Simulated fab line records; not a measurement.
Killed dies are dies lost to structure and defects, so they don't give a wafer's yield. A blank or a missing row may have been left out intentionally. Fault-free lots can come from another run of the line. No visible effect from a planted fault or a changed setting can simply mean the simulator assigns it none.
fab line records ; flow sky130 ; part 2 of 2: steps 28 to 38 of 38
record: lots: 5; wafers: 15; last-day: 50
route steps=708 shown LOCAL_INTERCONNECT@398 CONTACT@406 METAL1@434
lots untouched by any fault: they come from a run of this same line in which no faults occurred
start-h: hours from the record's opening day to when the first of the lot's shown wafers began ; wait-h: time in hours since the lot's previous step ; " identical to the entry in the row above ; L1.1+2: a row that stands for several wafers ; - no value, or no start was given ; * or withheld: withheld ; < > ~ a bound
route shown NAME@n: a module of which the file shows steps, and the number in the route of the first ; usual: average and standard deviation across the fault-free wafers ; same: alike in all rows ; chamber/n: place in a boat ; sites: per-site readings ; _std_site: their standard deviation ; _edge_site: outer sites' mean less inner sites' ; radius-mm: how far each site lies from the wafer's centre ; mask NAME#n: copy n ; behind: tool/chamber where the wafer was last shaped ; hold: reason for holding the lot/hours on hold/outcome of the hold ; device: transistor that didn't switch, given as n, p or np ; end of line: the tests these same wafers got at the end of their route ; for a step that has no rows: nothing shown but its recipe ; killed: dies lost to structure and defects at the first sort, not the wafer's yield ; map: a wafer's dies, marking killed ones x, the rest . and places with no die _
set.NAME: setting as actually run; set.NAME@STEP: the setting as run at that earlier step ; model.NAME: the simulator's own value behind a step, which no gauge read
lots at selected steps of the route; one table per step, one row per wafer
services: the hour from which a tool's chamber was out of use, counted from the record's first day as start-h (under 0 if before that day), plus the number of hours and why
== steps ==
step: SKY_CONTACT_STRIP_19
recipe: chemistry: O2/N2; power-w: 1400; pressure-mtorr: 1500; platen-temp-c: withheld; o2-flow-sccm: 3000; n2-flow-sccm: 300; overash-fraction: 0.5
usual: drypump-motor-current-A: 5.5/0.57; oes-product-au: 0.381/0.0046; strip-time-to-endpoint-s: 3.63/0.036
lot.wafer;tool;chamber;start-h;wait-h;drypump-motor-current-A;oes-product-au;rf-hours-counter-h;strip-time-to-endpoint-s
L077.2;plasma-asher-01;0;761.16;-;4.9;0.390;1;3.70
L077.3;plasma-asher-01;0;761.16;-;4.9;0.382;-;3.59
L077.5;plasma-asher-01;1;761.16;-;5.7;0.388;-;3.62
L082.2;plasma-asher-03;0;803.41;-;5.0;0.383;71;3.62
L082.3;plasma-asher-03;0;803.41;-;5.0;0.380;-;3.58
L082.4;plasma-asher-03;1;803.41;-;6.0;0.379;-;3.64
L087.3;plasma-asher-03;0;841.64;-;5.1;0.381;-;3.62
L087.4;plasma-asher-03;1;841.64;-;5.9;0.385;-;3.60
L087.5;plasma-asher-03;0;841.64;-;5.0;0.377;-;3.64
L088.1;plasma-asher-01;0;857.11;-;4.9;0.370;10;3.57
L088.3;plasma-asher-01;1;857.11;-;5.7;0.377;-;3.59
L088.4;plasma-asher-01;0;857.11;-;4.9;0.378;-;3.54
L094.2;plasma-asher-03;0;897.71;-;5.0;0.377;80;3.64
L094.4;plasma-asher-03;0;897.71;-;5.0;0.392;-;3.65
L094.5;plasma-asher-03;0;897.71;-;5.0;0.376;-;3.66
step: SKY_CONTACT_STRIP_20
recipe: chemistry: post-etch-residue-remover; time-s: 1200; temp-c: 72.5
lot.wafer;tool;chamber;start-h;wait-h
L077.2+3+5;wet-bench-01;0;761.26;0.1
L082.2+3+4;wet-bench-02;1;803.51;0.1
L087.3+4+5;wet-bench-01;0;841.71;0.0
L088.1+3+4;wet-bench-02;2;857.21;0.1
L094.2+4+5;wet-bench-03;1;897.81;0.1
step: SKY_CONTACT_CLEAN_21
recipe: chemistry: IPA; time-s: 180; temp-c: 25
lot.wafer;tool;chamber;start-h;wait-h
L077.2+3+5;wet-bench-03;1;761.63;0.0
L082.2+3+4;wet-bench-03;3;803.88;0.0
L087.3+4+5;wet-bench-02;0;842.05;0.0
L088.1+3+4;wet-bench-03;1;857.58;0.0
L094.2+4+5;wet-bench-01;2;898.49;0.0
step: SKY_CONTACT_CLEAN_22
recipe: chemistry: O3/DIW; dry: n2-spin
lot.wafer;tool;chamber;start-h;wait-h
L077.2+3+5;wet-bench-01;0;761.70;0.0
L082.2+3+4;wet-bench-02;3;803.94;0.0
L087.3+4+5;wet-bench-03;2;842.11;0.0
L088.1+3+4;wet-bench-01;1;857.64;0.0
L094.2+4+5;wet-bench-02;0;898.55;0.0
step: SKY_CONTACT_SPUTTER_23
recipe: material: TiN; target-thk-nm: 20; chamber-pressure-pa: 5; power-w: 4000; time-s: 80
usual: throttle-valve-pct: 30.3/1.2
lot.wafer;tool;chamber;start-h;wait-h;throttle-valve-pct
L077.2;pvd-sputter-03;-;761.80;0.0;30.1
L077.3;pvd-sputter-03;-;761.80;0.0;31.0
L077.5;pvd-sputter-03;-;761.80;0.0;29.7
L082.2;pvd-sputter-02;-;804.04;0.0;31.1
L082.3;pvd-sputter-02;-;804.04;0.0;30.0
L082.4;pvd-sputter-02;-;804.04;0.0;30.0
L087.3;pvd-sputter-01;-;842.21;0.0;31.9
L087.4;pvd-sputter-01;-;842.21;0.0;30.0
L087.5;pvd-sputter-01;-;842.21;0.0;32.4
L088.1;pvd-sputter-03;-;857.73;0.0;29.6
L088.3;pvd-sputter-03;-;857.73;0.0;30.1
L088.4;pvd-sputter-03;-;857.73;0.0;31.3
L094.2;pvd-sputter-01;-;898.65;0.0;30.6
L094.4;pvd-sputter-01;-;898.65;0.0;32.0
L094.5;pvd-sputter-01;-;898.65;0.0;26.9
step: SKY_CONTACT_CVD_24
recipe: material: W; target-thk-nm: 340; time-s: 102.12; temp-c: 400; pressure-torr: 40
usual: heater-power-w: 852/25
lot.wafer;tool;chamber;start-h;wait-h;heater-power-w;since-wet-clean-h
L077.2;cvd-w-02;1;761.86;0.0;845;358
L077.3;cvd-w-02;1;761.86;0.0;839;-
L077.5;cvd-w-02;0;761.86;0.0;858;-
L082.2;cvd-w-02;1;804.10;0.0;811;400
L082.3;cvd-w-02;1;804.10;0.0;833;-
L082.4;cvd-w-02;0;804.10;0.0;854;-
L087.3;cvd-w-02;1;842.31;0.1;851;-
L087.4;cvd-w-02;0;842.31;0.1;855;-
L087.5;cvd-w-02;0;842.31;0.1;878;-
L088.1;cvd-w-01;1;857.79;0.0;888;954
L088.3;cvd-w-01;1;857.79;0.0;890;-
L088.4;cvd-w-01;0;857.79;0.0;846;-
L094.2;cvd-w-01;0;898.71;0.0;825;995
L094.4;cvd-w-01;1;898.71;0.0;884;-
L094.5;cvd-w-01;0;898.71;0.0;812;-
step: SKY_CONTACT_RS_MEAS_25
recipe: thk-meas-gauge: four-point-probe; reads: W_of_CONTACT_CVD_24+TiN_of_CONTACT_SPUTTER_23
usual: CONTACT_W_RS: 0.337/0.0088
lot.wafer;tool;chamber;start-h;wait-h;CONTACT_W_RS[ohm/sq]
L077.2;film-metro-02;-;761.99;0.1;0.319
L077.3;film-metro-02;-;761.99;0.1;0.318
L077.5;film-metro-02;-;761.99;0.1;0.342
L082.2;film-metro-02;-;804.23;0.1;0.324
L082.3;film-metro-02;-;804.23;0.1;0.325
L082.4;film-metro-02;-;804.23;0.1;0.347
L087.3;film-metro-04;-;842.42;0.1;0.328
L087.4;film-metro-04;-;842.42;0.1;0.342
L087.5;film-metro-04;-;842.42;0.1;0.346
L088.1;film-metro-01;-;857.90;0.1;0.344
L088.3;film-metro-01;-;857.90;0.1;0.339
L088.4;film-metro-01;-;857.90;0.1;0.347
L094.2;film-metro-02;-;898.84;0.1;0.341
L094.4;film-metro-02;-;898.84;0.1;0.341
L094.5;film-metro-02;-;898.84;0.1;0.341
step: SKY_CONTACT_THK_MEAS_26
recipe: thk-meas-gauge: xrf; reads: W_of_CONTACT_CVD_24
usual: CONTACT_W_THK: 349/10
lot.wafer;tool;chamber;start-h;wait-h;CONTACT_W_THK[nm]
L077.2;film-metro-02;-;762.10;0.1;370
L077.3;film-metro-02;-;762.10;0.1;374
L077.5;film-metro-02;-;762.10;0.1;346
L082.2;film-metro-02;-;804.34;0.1;365
L082.3;film-metro-02;-;804.34;0.1;365
L082.4;film-metro-02;-;804.34;0.1;344
L087.3;film-metro-04;-;842.52;0.1;355
L087.4;film-metro-04;-;842.52;0.1;340
L087.5;film-metro-04;-;842.52;0.1;337
L088.1;film-metro-01;-;858.02;0.1;343
L088.3;film-metro-01;-;858.02;0.1;347
L088.4;film-metro-01;-;858.02;0.1;339
L094.2;film-metro-02;-;898.95;0.1;344
L094.4;film-metro-02;-;898.95;0.1;343
L094.5;film-metro-02;-;898.95;0.1;345
step: SKY_CONTACT_CMP_27
recipe: stop-on: SiO2; t-overpolish-s: 15; down-force-psi: 3.5; platen-rpm: 60; target-thk-nm: 0; pad-velocity-m-s: 0.94248
usual: motor-current-A: 11.4/1; overpolish-run-s: 15.001/0.0089; slurry-filter-dp-kPa: 13.52/0.12; slurry-flow-ml-min: 150.0/0.42; time-to-endpoint-s: 81/4.3
lot.wafer;tool;chamber;start-h;wait-h;motor-current-A;overpolish-run-s;slurry-filter-dp-kPa;slurry-flow-ml-min;time-to-endpoint-s
L077.3;cmp-02;3;762.45;0.3;10.0;15.004;13.80;149.6;92
L077.2;cmp-02;1;762.45;0.3;12.4;14.991;13.33;149.9;85
L077.5;cmp-02;3;762.45;0.3;9.7;15.000;13.28;149.4;82
L082.4;cmp-01;1;804.39;0.0;10.0;14.985;13.68;149.8;80
L082.3;cmp-01;2;804.39;0.0;12.7;14.987;13.59;150.6;83
L082.2;cmp-01;0;804.39;0.0;12.0;14.999;13.37;150.3;83
L087.3;cmp-02;0;842.56;0.0;10.8;15.018;13.53;150.4;84
L087.4;cmp-02;2;842.56;0.0;11.5;15.000;13.58;149.3;73
L087.5;cmp-02;1;842.56;0.0;12.5;14.997;13.57;149.8;76
L088.1;cmp-02;1;858.08;0.1;12.1;14.995;13.61;149.8;79
L088.4;cmp-02;2;858.08;0.1;11.1;14.994;13.41;149.9;75
L088.3;cmp-02;3;858.08;0.1;9.0;14.984;13.35;150.3;83
L094.4;cmp-02;2;899.10;0.1;11.6;15.012;13.58;150.1;76
L094.2;cmp-02;3;899.10;0.1;9.8;15.006;13.56;150.1;83
L094.5;cmp-02;1;899.10;0.1;12.3;14.994;13.54;150.3;78
step: SKY_METAL1_SPUTTER_00
recipe: material: Ti; target-thk-nm: 15; power-w: 3000; time-s: 10; chamber-pressure-pa: 0.4
usual: throttle-valve-pct: 30.1/1.3
lot.wafer;tool;chamber;start-h;wait-h;throttle-valve-pct
L077.2;pvd-sputter-02;-;762.70;0.1;30.9
L077.3;pvd-sputter-02;-;762.70;0.1;31.2
L077.5;pvd-sputter-02;-;762.70;0.1;31.0
L082.2;pvd-sputter-01;-;804.69;0.1;32.0
L082.3;pvd-sputter-01;-;804.69;0.1;30.5
L082.4;pvd-sputter-01;-;804.69;0.1;30.3
L087.3;pvd-sputter-04;-;842.86;0.2;28.8
L087.4;pvd-sputter-04;-;842.86;0.2;30.7
L087.5;pvd-sputter-04;-;842.86;0.2;29.5
L088.1;pvd-sputter-02;-;858.38;0.2;30.9
L088.3;pvd-sputter-02;-;858.38;0.2;30.1
L088.4;pvd-sputter-02;-;858.38;0.2;30.0
L094.2;pvd-sputter-02;-;899.30;0.1;30.2
L094.4;pvd-sputter-02;-;899.30;0.1;30.3
L094.5;pvd-sputter-02;-;899.30;0.1;30.1
step: SKY_METAL1_SPUTTER_01
recipe: material: TiN; target-thk-nm: 20; power-w: 6500; time-s: 16.7; chamber-pressure-pa: 0.4
usual: throttle-valve-pct: 30.1/1.3
lot.wafer;tool;chamber;start-h;wait-h;throttle-valve-pct
L077.2;pvd-sputter-02;-;762.72;0.0;30.8
L077.3;pvd-sputter-02;-;762.72;0.0;30.9
L077.5;pvd-sputter-02;-;762.72;0.0;31.0
L082.2;pvd-sputter-01;-;804.71;0.0;31.9
L082.3;pvd-sputter-01;-;804.71;0.0;30.3
L082.4;pvd-sputter-01;-;804.71;0.0;30.1
L087.3;pvd-sputter-04;-;842.89;0.0;28.8
L087.4;pvd-sputter-04;-;842.89;0.0;30.6
L087.5;pvd-sputter-04;-;842.89;0.0;29.4
L088.1;pvd-sputter-02;-;858.40;0.0;30.4
L088.3;pvd-sputter-02;-;858.40;0.0;30.4
L088.4;pvd-sputter-02;-;858.40;0.0;29.9
L094.2;pvd-sputter-02;-;899.32;0.0;30.0
L094.4;pvd-sputter-02;-;899.32;0.0;30.0
L094.5;pvd-sputter-02;-;899.32;0.0;30.0
== services ==
tool;chamber;start-h;hours;kind
pvd-sputter-01;-;710.50;1.7;repair
pvd-sputter-02;-;718.01;0.6;repair
krf-scanner-02;-;718.26;0.4;repair
wet-bench-02;-;726.85;2.0;repair
rie-diel-03;2;728.26;7.5;repair
rie-diel-04;1;744.40;9.1;repair
hdpcvd-02;2;745.75;6.0;repair
cmp-02;-;749.27;0.5;repair
cmp-02;-;755.12;4.0;pm
hdpcvd-02;-;766.01;2.8;pm
cmp-02;-;778.03;1.2;repair
cmp-02;-;787.16;1.4;repair
pvd-sputter-02;-;805.55;1.1;repair
rie-diel-04;1;807.96;1.3;repair
cmp-02;-;817.41;0.7;repair
cmp-02;-;822.45;20.0;pm
wet-bench-03;-;832.38;4.4;pm
rie-diel-04;2;846.26;4.9;repair
rie-diel-04;-;849.29;0.1;repair
cmp-02;-;876.03;6.0;pm
pvd-sputter-02;-;878.85;3.7;repair
pvd-sputter-01;-;885.11;7.9;repair
plasma-asher-04;-;890.24;4.4;repair
hdpcvd-02;0;896.47;9.6;repair
